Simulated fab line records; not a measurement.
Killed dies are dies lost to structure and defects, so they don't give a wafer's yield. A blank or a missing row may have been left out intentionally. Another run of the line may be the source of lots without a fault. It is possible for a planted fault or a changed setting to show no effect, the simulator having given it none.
fab line records + flow sky130
record
- lots=10
- wafers=28
- lastDay=51
route steps=708 shown CONTACT@429 VIA2@527 CAPM@539 PAD_OPEN@708
lots that met no fault: taken from a fault-free run of the same line
startH: hours from the record's opening day to when the first of the lot's shown wafers began + waitH: time in hours since the lot's previous step + " as in the row above + L1.1+2: a row that stands for several wafers + - value missing, or start not given + * or withheld: withheld + < > ~ a bound
route shown NAME@n: a module of which the file shows steps, and the number in the route of the first + usual: mean/standard deviation taken from wafers without a fault + same: alike in all rows + chamber/n: place in a boat + sites: readings site by site + _std_site: how widely they spread, as a standard deviation + _edge_site: inner sites' mean taken away from outer sites' mean + radiusMm: how far each site lies from the wafer's centre + mask NAME#n: copy n + behind: the tool/chamber that last shaped the wafer + hold: cause of the lot's hold/its duration in hours/its outcome + device: whichever transistor did not switch (one of n, p or np) + end of line: the same wafers' tests at the end of the route + where a step has no rows: the recipe by itself + killed: the dies lost at the first sort to structure and to defects; this is not the yield of the wafer + map: dies across one wafer; x = killed, . = not, _ = none there
set.NAME: the setting as run; set.NAME@STEP: as run at that earlier step + model.NAME: the simulator's own value behind a step, which no gauge read
the route's steps for a sample of lots (tables are steps, rows are wafers)
services: from which hour (startH, from the record's first day; less than 0 if before it) a tool's chamber was out of use, for how many hours, and why
## steps
# step SKY_CONTACT_SPUTTER_23
# recipe
- material=TiN
- targetThkNm=20
- chamberPressurePa=5
- powerW=4000
- timeS=80
# usual
- throttleValvePct=29.9/1.2
| lot.wafer | tool          | chamber | startH | waitH | throttleValvePct |
|-----------|---------------|---------|--------|-------|------------------|
| L199.1    | pvdSputter-03 | -       | 771.38 | 0.0   | 29.9             |
| L199.3    | "             | -       | "      | "     | 29.7             |
| L199.6    | "             | -       | "      | "     | 30.1             |
| L200.1    | pvdSputter-01 | -       | 782.60 | 0.0   | 31.2             |
| L200.4    | "             | -       | "      | "     | 31.2             |
| L200.5    | "             | -       | "      | "     | 31.2             |
| L206.1    | pvdSputter-02 | -       | 824.04 | 0.0   | 29.9             |
| L206.2    | "             | -       | "      | "     | 30.5             |
| L206.5    | "             | -       | "      | "     | 29.9             |
| L208.1    | pvdSputter-03 | -       | 846.14 | 0.0   | 30.2             |
| L208.4    | "             | -       | "      | "     | 27.9             |
| L210.3    | pvdSputter-01 | -       | 865.08 | 0.0   | 31.7             |
| L210.4    | "             | -       | "      | "     | 31.8             |
| L213.2    | pvdSputter-02 | -       | 891.17 | 0.0   | 28.6             |
| L213.3    | "             | -       | "      | "     | 30.3             |
| L213.4    | "             | -       | "      | "     | 29.5             |
| L215.2    | pvdSputter-01 | -       | 899.34 | 0.0   | 31.1             |
| L215.5    | "             | -       | "      | "     | 31.4             |
| L215.6    | "             | -       | "      | "     | 31.2             |
| L219.1    | pvdSputter-03 | -       | 919.48 | 0.0   | 28.2             |
| L219.3    | "             | -       | "      | "     | 27.9             |
| L219.6    | "             | -       | "      | "     | 27.9             |
| L220.4    | pvdSputter-01 | -       | 926.25 | 0.0   | 31.2             |
| L220.5    | "             | -       | "      | "     | 31.4             |
| L220.6    | "             | -       | "      | "     | 31.0             |
| L221.1    | pvdSputter-02 | -       | 928.53 | 0.0   | 29.9             |
| L221.2    | "             | -       | "      | "     | 29.6             |
| L221.5    | "             | -       | "      | "     | 29.3             |
# step SKY_VIA2_SPUTTER_20
# recipe
- material=TiN
- targetThkNm=20
- chamberPressurePa=5
- powerW=4000
- timeS=80
# usual
- throttleValvePct=30.2/1.2
| lot.wafer | tool          | chamber | startH  | waitH | throttleValvePct |
|-----------|---------------|---------|---------|-------|------------------|
| L199.1    | pvdSputter-01 | -       | 884.00  | 0.0   | 30.9             |
| L199.3    | "             | -       | "       | "     | 31.7             |
| L199.6    | "             | -       | "       | "     | 31.8             |
| L200.1    | pvdSputter-03 | -       | 897.09  | 0.0   | 28.0             |
| L200.4    | "             | -       | "       | "     | 28.4             |
| L200.5    | "             | -       | "       | "     | 28.0             |
| L206.1    | pvdSputter-01 | -       | 935.60  | 0.0   | 31.4             |
| L206.2    | "             | -       | "       | "     | 31.2             |
| L206.5    | "             | -       | "       | "     | 31.3             |
| L208.1    | pvdSputter-01 | -       | 955.95  | 0.0   | 31.2             |
| L208.4    | "             | -       | "       | "     | 30.9             |
| L210.3    | pvdSputter-03 | -       | 972.86  | 0.0   | 30.1             |
| L210.4    | "             | -       | "       | "     | 27.9             |
| L213.2    | pvdSputter-02 | -       | 997.40  | 0.0   | 29.8             |
| L213.3    | "             | -       | "       | "     | 30.7             |
| L213.4    | "             | -       | "       | "     | 28.6             |
| L215.2    | pvdSputter-01 | -       | 1005.97 | 0.0   | 31.2             |
| L215.5    | "             | -       | "       | "     | 31.0             |
| L215.6    | "             | -       | "       | "     | 31.1             |
| L219.1    | pvdSputter-01 | -       | 1023.81 | 0.0   | 31.2             |
| L219.3    | "             | -       | "       | "     | 31.2             |
| L219.6    | "             | -       | "       | "     | 31.8             |
| L220.4    | pvdSputter-02 | -       | 1028.97 | 0.0   | 30.0             |
| L220.5    | "             | -       | "       | "     | 28.5             |
| L220.6    | "             | -       | "       | "     | 30.6             |
| L221.1    | pvdSputter-01 | -       | 1031.87 | 0.0   | 31.7             |
| L221.2    | "             | -       | "       | "     | 30.9             |
| L221.5    | "             | -       | "       | "     | 31.1             |
# step SKY_VIA2_RS_MEAS_22
# recipe
- thkMeasGauge=four-point-probe
- reads=W_of_VIA2_CVD_21+TiN_of_VIA2_SPUTTER_20
# usual
- VIA2_W_RS=0.274/0.0035
| lot.wafer | tool         | chamber | startH  | waitH | VIA2_W_RS[ohm/sq] |
|-----------|--------------|---------|---------|-------|-------------------|
| L199.1    | filmMetro-04 | -       | 884.20  | 0.1   | 0.277             |
| L199.3    | "            | -       | "       | "     | 0.274             |
| L199.6    | "            | -       | "       | "     | 0.276             |
| L200.1    | filmMetro-04 | -       | 897.28  | 0.1   | 0.274             |
| L200.4    | "            | -       | "       | "     | 0.275             |
| L200.5    | "            | -       | "       | "     | 0.274             |
| L206.1    | filmMetro-01 | -       | 935.80  | 0.1   | 0.278             |
| L206.2    | "            | -       | "       | "     | 0.276             |
| L206.5    | "            | -       | "       | "     | 0.273             |
| L208.1    | filmMetro-04 | -       | 956.15  | 0.1   | 0.271             |
| L208.4    | "            | -       | "       | "     | 0.270             |
| L210.3    | filmMetro-01 | -       | 973.09  | 0.1   | 0.272             |
| L210.4    | "            | -       | "       | "     | 0.270             |
| L213.2    | filmMetro-04 | -       | 997.62  | 0.1   | 0.271             |
| L213.3    | "            | -       | "       | "     | 0.271             |
| L213.4    | "            | -       | "       | "     | 0.268             |
| L215.2    | filmMetro-01 | -       | 1006.18 | 0.1   | 0.272             |
| L215.5    | "            | -       | "       | "     | 0.269             |
| L215.6    | "            | -       | "       | "     | 0.278             |
| L219.1    | filmMetro-04 | -       | 1024.00 | 0.1   | 0.271             |
| L219.3    | "            | -       | "       | "     | 0.272             |
| L219.6    | "            | -       | "       | "     | 0.273             |
| L220.4    | filmMetro-02 | -       | 1029.22 | 0.1   | 0.271             |
| L220.5    | "            | -       | "       | "     | 0.271             |
| L220.6    | "            | -       | "       | "     | 0.275             |
| L221.1    | filmMetro-04 | -       | 1032.06 | 0.1   | 0.279             |
| L221.2    | "            | -       | "       | "     | 0.271             |
| L221.5    | "            | -       | "       | "     | 0.271             |
# step SKY_CAPM_SPUTTER_02
# recipe
- material=TiN
- targetThkNm=200
- tempC=300
- powerW=6500
- timeS=166.7
- chamberPressurePa=0.4
# usual
- throttleValvePct=30.2/1
| lot.wafer | tool          | chamber | startH  | waitH | throttleValvePct |
|-----------|---------------|---------|---------|-------|------------------|
| L199.1    | pvdSputter-02 | -       | 884.91  | 0.1   | 29.5             |
| L199.3    | "             | -       | "       | "     | 29.9             |
| L199.6    | "             | -       | "       | "     | 29.7             |
| L200.1    | pvdSputter-02 | -       | 897.99  | 0.1   | 30.6             |
| L200.4    | "             | -       | "       | "     | 28.3             |
| L200.5    | "             | -       | "       | "     | 29.8             |
| L206.1    | pvdSputter-02 | -       | 936.51  | 0.1   | 29.3             |
| L206.2    | "             | -       | "       | "     | 30.7             |
| L206.5    | "             | -       | "       | "     | 28.6             |
| L208.1    | pvdSputter-02 | -       | 956.87  | 0.1   | 29.7             |
| L208.4    | "             | -       | "       | "     | 30.7             |
| L210.3    | pvdSputter-02 | -       | 973.78  | 0.0   | 28.6             |
| L210.4    | "             | -       | "       | "     | 29.9             |
| L213.2    | pvdSputter-04 | -       | 998.31  | 0.0   | 28.7             |
| L213.3    | "             | -       | "       | "     | 29.7             |
| L213.4    | "             | -       | "       | "     | 30.7             |
| L215.2    | pvdSputter-04 | -       | 1006.92 | 0.0   | 30.5             |
| L215.5    | "             | -       | "       | "     | 30.7             |
| L215.6    | "             | -       | "       | "     | 28.8             |
| L219.1    | pvdSputter-02 | -       | 1024.72 | 0.1   | 30.2             |
| L219.3    | "             | -       | "       | "     | 29.6             |
| L219.6    | "             | -       | "       | "     | 29.9             |
| L220.4    | pvdSputter-04 | -       | 1029.88 | 0.0   | 28.7             |
| L220.5    | "             | -       | "       | "     | 29.7             |
| L220.6    | "             | -       | "       | "     | 29.4             |
| L221.1    | pvdSputter-02 | -       | 1032.78 | 0.1   | 29.5             |
| L221.2    | "             | -       | "       | "     | 28.8             |
| L221.5    | "             | -       | "       | "     | 28.6             |
# step SKY_CAPM_RS_MEAS_03
# recipe
- thkMeasGauge=four-point-probe
- reads=TiN_of_CAPM_SPUTTER_02
# usual
- CAPM_TIN_RS=6.88/0.098
| lot.wafer | tool         | chamber | startH  | waitH | CAPM_TIN_RS[ohm/sq] |
|-----------|--------------|---------|---------|-------|---------------------|
| L199.1    | filmMetro-03 | -       | 885.02  | 0.1   | 6.83                |
| L199.3    | "            | -       | "       | "     | 6.95                |
| L199.6    | "            | -       | "       | "     | 6.96                |
| L200.1    | filmMetro-01 | -       | 898.10  | 0.1   | 6.84                |
| L200.4    | "            | -       | "       | "     | 6.83                |
| L200.5    | "            | -       | "       | "     | 6.93                |
| L206.1    | filmMetro-01 | -       | 936.62  | 0.1   | 23.48               |
| L206.2    | "            | -       | "       | "     | 6.87                |
| L206.5    | "            | -       | "       | "     | 6.83                |
| L208.1    | filmMetro-01 | -       | 956.98  | 0.1   | 23.56               |
| L208.4    | "            | -       | "       | "     | 22.57               |
| L210.3    | filmMetro-03 | -       | 973.92  | 0.1   | 6.77                |
| L210.4    | "            | -       | "       | "     | 22.25               |
| L213.2    | filmMetro-03 | -       | 998.44  | 0.1   | 6.95                |
| L213.3    | "            | -       | "       | "     | 6.91                |
| L213.4    | "            | -       | "       | "     | 6.92                |
| L215.2    | filmMetro-01 | -       | 1007.05 | 0.1   | 7.10                |
| L215.5    | "            | -       | "       | "     | 7.16                |
| L215.6    | "            | -       | "       | "     | 7.10                |
| L219.1    | filmMetro-01 | -       | 1024.83 | 0.1   | 6.89                |
| L219.3    | "            | -       | "       | "     | 6.94                |
| L219.6    | "            | -       | "       | "     | 7.04                |
| L220.4    | filmMetro-04 | -       | 1030.04 | 0.1   | 7.14                |
| L220.5    | "            | -       | "       | "     | 7.03                |
| L220.6    | "            | -       | "       | "     | 7.10                |
| L221.1    | filmMetro-04 | -       | 1032.88 | 0.1   | 6.97                |
| L221.2    | "            | -       | "       | "     | 6.88                |
| L221.5    | "            | -       | "       | "     | 6.92                |
# step SKY_CAPM_THK_MEAS_04
# recipe
- thkMeasGauge=xrf
- reads=TiN_of_CAPM_SPUTTER_02
# usual
- CAPM_TIN_THK=201/3.1
| lot.wafer | tool         | chamber | startH  | waitH | CAPM_TIN_THK[nm] |
|-----------|--------------|---------|---------|-------|------------------|
| L199.1    | filmMetro-03 | -       | 885.14  | 0.1   | 202              |
| L199.3    | "            | -       | "       | "     | 198              |
| L199.6    | "            | -       | "       | "     | 196              |
| L200.1    | filmMetro-01 | -       | 898.22  | 0.1   | 202              |
| L200.4    | "            | -       | "       | "     | 202              |
| L200.5    | "            | -       | "       | "     | 200              |
| L206.1    | filmMetro-01 | -       | 936.74  | 0.1   | 62               |
| L206.2    | "            | -       | "       | "     | 203              |
| L206.5    | "            | -       | "       | "     | 204              |
| L208.1    | filmMetro-01 | -       | 957.10  | 0.1   | 62               |
| L208.4    | "            | -       | "       | "     | 65               |
| L210.3    | filmMetro-03 | -       | 974.02  | 0.1   | 203              |
| L210.4    | "            | -       | "       | "     | 65               |
| L213.2    | filmMetro-03 | -       | 998.55  | 0.1   | 196              |
| L213.3    | "            | -       | "       | "     | 199              |
| L213.4    | "            | -       | "       | "     | 198              |
| L215.2    | filmMetro-01 | -       | 1007.16 | 0.1   | 195              |
| L215.5    | "            | -       | "       | "     | 194              |
| L215.6    | "            | -       | "       | "     | 196              |
| L219.1    | filmMetro-01 | -       | 1024.95 | 0.1   | 201              |
| L219.3    | "            | -       | "       | "     | 202              |
| L219.6    | "            | -       | "       | "     | 198              |
| L220.4    | filmMetro-04 | -       | 1030.13 | 0.1   | 195              |
| L220.5    | "            | -       | "       | "     | 196              |
| L220.6    | "            | -       | "       | "     | 196              |
| L221.1    | filmMetro-04 | -       | 1033.00 | 0.1   | 199              |
| L221.2    | "            | -       | "       | "     | 201              |
| L221.5    | "            | -       | "       | "     | 199              |
# step SKY_CAPM_METAL_ETCH_13
# recipe
- targetDepthNm=220
- stopOn=SiO2
- chemistry=Cl2/BCl3
- target=TiN
- pressureMtorr=10
- icpW=900
- biasW=48.5
- Cl2_flow_sccm=60
- bcl3FlowSccm=30
- timeS=62.9
# usual
- bcl3FlowSccm=29.99/0.096
- biasW=48.47/0.13
- drypumpMotorCurrentA=5.6/0.31
- oesProductAu=0.943/0.0094
- throttleValvePct=21.899/0.01
| lot.wafer | tool        | chamber | startH  | waitH | bcl3FlowSccm | biasW | drypumpMotorCurrentA | oesProductAu | rfHoursCounterH | throttleValvePct |
|-----------|-------------|---------|---------|-------|--------------|-------|----------------------|--------------|-----------------|------------------|
| L199.1    | rieMetal-01 | 1       | 910.73  | 0.0   | 29.93        | 48.62 | 5.4                  | 0.947        | 13              | 21.890           |
| L199.3    | "           | 1       | "       | "     | 29.92        | 48.60 | 5.4                  | 0.937        | -               | 21.904           |
| L199.6    | "           | 1       | "       | "     | 30.02        | 48.64 | 5.3                  | 0.944        | -               | 21.895           |
| L200.1    | rieMetal-04 | 1       | 923.33  | 0.0   | 30.02        | 48.52 | 5.5                  | 0.944        | 13              | 21.896           |
| L200.4    | "           | 1       | "       | "     | 29.94        | 48.55 | 5.6                  | 0.946        | -               | 21.885           |
| L200.5    | "           | 0       | "       | "     | 29.99        | 48.73 | 5.3                  | 0.941        | -               | 21.889           |
| L206.1    | rieMetal-02 | 0       | 961.88  | 0.0   | 30.11        | 48.45 | 6.1                  | 0.550        | 2               | 22.136           |
| L206.2    | "           | 1       | "       | "     | 29.81        | 48.55 | 5.6                  | 0.954        | 10              | 21.900           |
| L206.5    | "           | 0       | "       | "     | 30.04        | 48.50 | 6.1                  | 0.946        | -               | 21.905           |
| L208.1    | rieMetal-02 | 0       | 982.02  | 0.0   | 30.02        | 48.41 | 6.1                  | 0.553        | 3               | 22.141           |
| L208.4    | "           | 1       | "       | "     | 30.01        | 48.36 | 5.6                  | 0.565        | -               | 22.135           |
| L210.3    | rieMetal-02 | 0       | 997.81  | 0.0   | 30.06        | 48.43 | 6.1                  | 0.947        | -               | 21.896           |
| L210.4    | "           | 1       | "       | "     | 30.04        | 48.46 | 5.6                  | 0.557        | -               | 22.159           |
| L213.2    | rieMetal-01 | 1       | 1022.54 | 0.0   | 29.84        | 48.32 | 5.3                  | 0.942        | -               | 21.895           |
| L213.3    | "           | 1       | "       | "     | 29.94        | 48.34 | 5.3                  | 0.937        | -               | 21.892           |
| L213.4    | "           | 1       | "       | "     | 30.00        | 48.36 | 5.3                  | 0.935        | -               | 21.906           |
| L215.2    | rieMetal-02 | 0       | 1030.57 | 0.0   | 29.95        | 48.71 | 6.1                  | 0.928        | 6               | 21.915           |
| L215.5    | "           | 1       | "       | "     | 30.08        | 48.54 | 5.6                  | 0.923        | -               | 21.894           |
| L215.6    | "           | 0       | "       | "     | 30.02        | 48.43 | 6.1                  | 0.937        | -               | 21.913           |
| L219.1    | rieMetal-04 | 1       | 1047.67 | 0.0   | 29.96        | 48.37 | 5.5                  | 0.957        | 20              | 21.910           |
| L219.3    | "           | 1       | "       | "     | 29.94        | 48.31 | 5.5                  | 0.940        | -               | 21.907           |
| L219.6    | "           | 0       | "       | "     | 30.11        | 48.46 | 5.3                  | 0.925        | -               | 21.912           |
| L220.4    | rieMetal-04 | 1       | 1052.71 | 0.0   | 29.96        | 48.39 | 5.5                  | 0.919        | -               | 21.922           |
| L220.5    | "           | 1       | "       | "     | 30.00        | 48.35 | 5.5                  | 0.926        | -               | 21.902           |
| L220.6    | "           | 0       | "       | "     | 30.04        | 48.46 | 5.3                  | 0.931        | -               | 21.895           |
| L221.1    | rieMetal-01 | 1       | 1056.09 | 0.0   | 29.90        | 48.41 | 5.3                  | 0.927        | 22              | 21.908           |
| L221.2    | "           | 1       | "       | "     | 29.88        | 48.45 | 5.4                  | 0.937        | -               | 21.904           |
| L221.5    | "           | 1       | "       | "     | 29.88        | 48.44 | 5.3                  | 0.949        | -               | 21.908           |
# step SKY_PAD_OPEN_PROBE_99
# usual
- defectLimitedYield=82.6/1.7
- killed_at_M0_to_M3=43/7
- killed_at_M4_up=3.1/1.5
- killedAtContacts=23/4.9
- killedAtFrontEnd=16/3.9
- killedAtOther=0.3/0.52
- killedDies=86/8.2
- killedOpen=47/6.1
- killedShort=38/5.8
- sort_bin_3_pad_short=0.8/0.41
- sort_bin_5_function=10.2/1.3
- sort_bin_6_memory=6.4/1.1
- sortNPass=406/8.2
- sortYieldPct=82.6/1.7
# same
- grossDies=492
- killedAtBackSide=0
- sort_bin_4_leakage[%]=0
- sort_bin_8_speed[%]=0
| lot.wafer | tool      | chamber | startH  | waitH | defectLimitedYield[%] | killed_at_M0_to_M3 | killed_at_M4_up | killedAtContacts | killedAtFrontEnd | killedAtOther | killedDies | killedOpen | killedShort | sort_bin_3_pad_short[%] | sort_bin_5_function[%] | sort_bin_6_memory[%] | sortNPass | sortYieldPct[%] |
|-----------|-----------|---------|---------|-------|-----------------------|--------------------|-----------------|------------------|------------------|---------------|------------|------------|-------------|-------------------------|------------------------|----------------------|-----------|-----------------|
| L200.1    | prober-02 | -       | 1120.28 | 0.1   | 80.7                  | 45                 | 2               | 30               | 18               | 0             | 95         | 52         | 43          | 0.8                     | 10.2                   | 8.3                  | 397       | 80.7            |
| L200.4    | prober-02 | -       | 1120.43 | 0.2   | 83.3                  | 44                 | 5               | 16               | 17               | 0             | 82         | 49         | 33          | 0.8                     | 10.6                   | 5.3                  | 410       | 83.3            |
| L200.5    | prober-02 | -       | 1120.48 | 0.2   | 83.3                  | 42                 | 4               | 23               | 13               | 0             | 82         | 47         | 35          | 0.6                     | 9.8                    | 6.3                  | 410       | 83.3            |
| L208.1    | prober-01 | -       | 1166.97 | 0.1   | 80.5                  | 45                 | 3               | 29               | 18               | 1             | 96         | 45         | 47          | 1.4                     | 12.6                   | 5.5                  | 396       | 80.5            |
| L210.3    | prober-02 | -       | 1180.77 | 0.2   | 84.1                  | 52                 | 4               | 12               | 10               | 0             | 78         | 45         | 33          | 0.4                     | 8.5                    | 6.9                  | 414       | 84.1            |
# killed by level:class
L200.1 METAL1:geometricParticle:short=10 CONTACT:geometricParticle:open=10 LI_CONTACT:geometricParticle:open=9 VIA2:geometricParticle:open=7 VIA1:geometricParticle:open=7 FIELD_ISO:geometricParticle:short=6 FIELD_ISO:geometricParticle:open=6 METAL2:geometricParticle:short=6
L200.4 VIA2:geometricParticle:open=12 LI_CONTACT:geometricParticle:open=6 VIA1:geometricParticle:open=6 METAL2:geometricParticle:short=5 CONTACT:geometricParticle:open=5 VIA3:geometricParticle:open=5 POLY_GATE:geometricParticle:short=4 METAL1:geometricParticle:short=4
L200.5 CONTACT:geometricParticle:open=8 VIA3:geometricParticle:open=8 VIA2:geometricParticle:open=7 LOCAL_INTERCONNECT:geometricParticle:short=6 VIA1:geometricParticle:open=6 LI_CONTACT:geometricParticle:open=4 METAL2:geometricParticle:short=4 METAL1:geometricParticle:short=4
L208.1 CONTACT:geometricParticle:open=9 LI_CONTACT:geometricParticle:short=8 LI_CONTACT:geometricParticle:open=7 VIA1:geometricParticle:short=7 VIA1:geometricParticle:open=7 VIA2:geometricParticle:open=6 POLY_GATE:geometricParticle:open=5 METAL1:geometricParticle:short=5
L210.3 VIA2:geometricParticle:open=13 VIA1:geometricParticle:open=9 METAL2:geometricParticle:short=7 VIA1:geometricParticle:short=6 FIELD_ISO:geometricParticle:open=4 LI_CONTACT:geometricParticle:open=4 VIA3:geometricParticle:open=4 POLY_GATE:geometricParticle:short=3
## services
| tool          | chamber | startH  | hours | kind          |
|---------------|---------|---------|-------|---------------|
| pvdSputter-01 | -       | 752.03  | 0.8   | repair        |
| pvdSputter-01 | -       | 754.70  | 7.4   | repair        |
| pvdSputter-02 | -       | 772.23  | 1.0   | repair        |
| rieMetal-04   | 0       | 800.66  | -     | clean         |
| rieMetal-04   | 0       | 800.66  | 12.3  | scheduledDown |
| pvdSputter-04 | -       | 823.17  | 5.8   | repair        |
| rieMetal-01   | 0       | 856.64  | 13.8  | repair        |
| pvdSputter-03 | -       | 868.93  | 1.1   | repair        |
| rieMetal-01   | 0       | 874.16  | 21.6  | repair        |
| rieMetal-02   | 0       | 884.12  | -     | clean         |
| rieMetal-02   | 0       | 884.12  | 17.8  | scheduledDown |
| rieMetal-02   | 0       | 884.12  | 17.8  | ventCycle     |
| rieMetal-01   | -       | 905.16  | 0.8   | repair        |
| rieMetal-02   | 0       | 925.63  | 8.6   | repair        |
| pvdSputter-02 | -       | 937.82  | 1.3   | repair        |
| pvdSputter-02 | -       | 970.14  | 3.6   | repair        |
| rieMetal-01   | -       | 980.78  | 15.6  | pm            |
| rieMetal-01   | 0       | 1003.49 | 132.3 | repair        |
| rieMetal-04   | 0       | 1008.53 | 18.8  | repair        |
| pvdSputter-03 | -       | 1019.54 | 3.4   | repair        |
| rieMetal-01   | -       | 1024.85 | 2.8   | pm            |
| rieMetal-01   | -       | 1028.09 | 14.6  | pm            |
| pvdSputter-01 | -       | 1037.97 | 3.9   | repair        |
| rieMetal-02   | 0       | 1052.98 | 8.8   | repair        |
## key
firstSign
- step=SKY_CAPM_RS_MEAS_03
- reading=CAPM_TIN_RS
- direction=up
- sigmas=99+
- usual=6.88
- struck=22.97
effect
- step=SKY_CAPM_THK_MEAS_04
- reading=CAPM_TIN_THK
- direction=down
- sigmas=44
- usual=201
- struck=64
effect
- step=SKY_CAPM_METAL_ETCH_13
- reading=oesProductAu
- direction=down
- sigmas=41
- usual=0.943
- struck=0.556
metAt SKY_CAPM_SPUTTER_02
struckLots L206,L208,L210
struckWafers L206.1,L208.1,L208.4,L210.4
notActingAt SKY_CONTACT_SPUTTER_23,SKY_VIA2_SPUTTER_20,SKY_VIA2_RS_MEAS_22
onsetBetween 897.99 936.51
fault
- kind=processParameterDrift
- tool=pvdSputter-02
- chamber=-
- onsetH=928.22
- steps=SKY_CAPM_SPUTTER_02
- channel=targetThkNm
- offset=-139.84
- shape=step
- endH=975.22
- scope=struckWafersOnly
- actsIn=theseRecipesOnly
- stated=200
